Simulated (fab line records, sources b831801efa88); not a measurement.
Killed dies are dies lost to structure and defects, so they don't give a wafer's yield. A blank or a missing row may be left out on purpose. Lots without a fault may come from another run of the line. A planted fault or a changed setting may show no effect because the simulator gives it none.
Which tool did it? | flow sky130 | 11 lots, 33 wafers sampled, at 4 steps of a route of 708

WHAT THE GAUGES READ, wafer by wafer
SKY_VIA2_OVL_MEAS_13. Usual: VIA2_OVL -4 nm, standard deviation 5.7.
lot  | measured     | on         | VIA2_OVL (nm) | flag
L192 | day 36 06:23 | overlay-02 | -3 -8 -4      |
L194 | day 37 06:40 | overlay-01 | -1 -2 -2      |
L195 | day 37 22:59 | overlay-01 | 9 4 1         |
L196 | day 38 03:50 | overlay-01 | 1 -4 0        |
L198 | day 38 16:20 | overlay-01 | -5 -5 -4      |
L206 | day 40 20:31 | overlay-02 | -16 -11 -15   |
L207 | day 41 00:41 | overlay-01 | -4 0 -1       |
L209 | day 41 12:47 | overlay-02 | -5 -6 -4      |
L212 | day 42 03:05 | overlay-01 | -2 1 1        |
L214 | day 43 07:59 | overlay-01 | -4 1 -4       |
L215 | day 43 09:01 | overlay-01 | 3 -3 -2       |

WHICH TOOL RAN EACH LOT (tool, then ch and the chambers of the sampled wafers, then the start)
lot  | SKY_METAL2_SPUTTER_03        | SKY_METAL2_ETCH_18                | SKY_VIA2_CMP_02
L192 | pvd_sputter-01, day 34 00:11 | rie_metal-04 ch 0,1, day 35 02:51 | cmp-01 ch 0,3, day 35 03:51
L194 | pvd_sputter-01, day 35 00:14 | rie_metal-03 ch 1, day 36 03:04   | cmp-01 ch 0,2,3, day 36 04:11
L195 | pvd_sputter-03, day 35 17:15 | rie_metal-02 ch 0,1, day 36 19:48 | cmp-01 ch 0,1,3, day 36 20:44
L196 | pvd_sputter-01, day 35 22:28 | rie_metal-03 ch 0,1, day 37 00:52 | cmp-01 ch 0,1,3, day 37 01:53
L198 | pvd_sputter-01, day 36 09:49 | rie_metal-04 ch 0,1, day 37 13:35 | cmp-02 ch 0,3, day 37 14:33
L206 | pvd_sputter-01, day 38 17:55 | rie_metal-04 ch 0, day 39 18:21   | cmp-01 ch 1,3, day 39 19:28
L207 | pvd_sputter-04, day 38 21:43 | rie_metal-02 ch 0,1, day 39 22:44 | cmp-01 ch 0,1,2, day 39 23:48
L209 | pvd_sputter-04, day 39 09:26 | rie_metal-04 ch 1, day 40 10:41   | cmp-02 ch 0,1,3, day 40 11:46
L212 | pvd_sputter-04, day 40 00:53 | rie_metal-03 ch 0,1, day 41 01:46 | cmp-02 ch 1,2, day 41 02:44
L214 | pvd_sputter-01, day 41 07:48 | rie_metal-03 ch 0,1, day 42 07:27 | cmp-01 ch 1,2,3, day 42 08:29
L215 | pvd_sputter-01, day 41 08:32 | rie_metal-04 ch 0,1, day 42 08:27 | cmp-01 ch 0,3, day 42 09:23
- SKY_METAL2_SPUTTER_03: material Ti, target thk 5 nm, time 3.3 s.
- SKY_METAL2_ETCH_18: etches BARC in N2/H2, stops on SiO2, time 45.9 s, target depth 60 nm.
- SKY_VIA2_CMP_02: polishes SiO2.

WHAT THE TOOLS THEMSELVES READ (means of the sampled wafers that have a number; where no wafer has one, the mark that the record gives instead)
SKY_METAL2_SPUTTER_03. Usual: throttle_valve_pct 30.1 %, standard deviation 0.74.
lot  | tool           | throttle_valve_pct (%) | flag
L192 | pvd_sputter-01 | 30.5                   |
L194 | pvd_sputter-01 | 30.2                   |
L195 | pvd_sputter-03 | 29.8                   |
L196 | pvd_sputter-01 | 29.9                   |
L198 | pvd_sputter-01 | 29.4                   |
L206 | pvd_sputter-01 | 30.4                   |
L207 | pvd_sputter-04 | 31.4                   |
L209 | pvd_sputter-04 | 31.1                   |
L212 | pvd_sputter-04 | 31.1                   |
L214 | pvd_sputter-01 | 30.1                   |
L215 | pvd_sputter-01 | 30.3                   |

SKY_METAL2_ETCH_18. Usual: chamber_pressure_mTorr 30.00 mTorr, standard deviation 0.031; drypump_motor_current_A 6.1 A, standard deviation 0.32; oes_product_au 0.854 a.u., standard deviation 0.0045; throttle_valve_pct 13.225 %, standard deviation 0.0085.
lot  | tool         | chamber_pressure_mTorr (mTorr) | drypump_motor_current_A (A) | oes_product_au (a.u.) | throttle_valve_pct (%) | flag
L192 | rie_metal-04 | 30.01                          | 6.4                         | 0.853                 | 13.220                 |
L194 | rie_metal-03 | 30.00                          | 6.2                         | 0.850                 | 13.232                 |
L195 | rie_metal-02 | 30.00                          | 5.7                         | 0.853                 | 13.221                 |
L196 | rie_metal-03 | 30.02                          | 6.2                         | 0.852                 | 13.222                 |
L198 | rie_metal-04 | 30.01                          | 6.4                         | 0.855                 | 13.223                 |
L206 | rie_metal-04 | 30.00                          | 6.1                         | 0.854                 | 13.228                 |
L207 | rie_metal-02 | 30.00                          | 5.7                         | 0.855                 | 13.225                 |
L209 | rie_metal-04 | 29.97                          | 6.5                         | 0.857                 | 13.226                 |
L212 | rie_metal-03 | 29.99                          | 6.1                         | 0.852                 | 13.230                 |
L214 | rie_metal-03 | 30.02                          | 6.1                         | 0.859                 | 13.222                 |
L215 | rie_metal-04 | 29.98                          | 6.4                         | 0.854                 | 13.222                 |

SKY_VIA2_CMP_02. Usual: head_pressure_psi 4.000 psi, standard deviation 0.0092; motor_current_A 12.1 A, standard deviation 0.93.
lot  | tool   | head_pressure_psi (psi) | motor_current_A (A) | flag
L192 | cmp-01 | 4.003                   | 12.0                |
L194 | cmp-01 | 4.005                   | 11.1                |
L195 | cmp-01 | 4.005                   | 12.3                |
L196 | cmp-01 | 3.995                   | 12.3                |
L198 | cmp-02 | 3.998                   | 12.3                |
L206 | cmp-01 | 4.002                   | 12.8                |
L207 | cmp-01 | 4.006                   | 11.9                |
L209 | cmp-02 | 3.992                   | 12.4                |
L212 | cmp-02 | 4.003                   | 12.2                |
L214 | cmp-01 | 4.003                   | 12.4                |
L215 | cmp-01 | 3.998                   | 11.7                |

THE ANSWER, worked out from the rows above alone
Rule: a lot is off if the mean of its wafers that have a number lies more than 3 standard deviations from the usual mean. A lot without any number at a reading at which 4 lots or more have one is off too. The other lots that the step has rows for count as sound. The gauges are gone through in route order, then the tools' own readings, and for those a lot's mean is taken as printed above. The first step at which some lot is off is used, and at that step the reading that is off furthest; a lot without a number counts as furthest.
No lot is off at any reading shown: from this, nothing can be told.

WHAT THE SIMULATOR HAD PUT IN
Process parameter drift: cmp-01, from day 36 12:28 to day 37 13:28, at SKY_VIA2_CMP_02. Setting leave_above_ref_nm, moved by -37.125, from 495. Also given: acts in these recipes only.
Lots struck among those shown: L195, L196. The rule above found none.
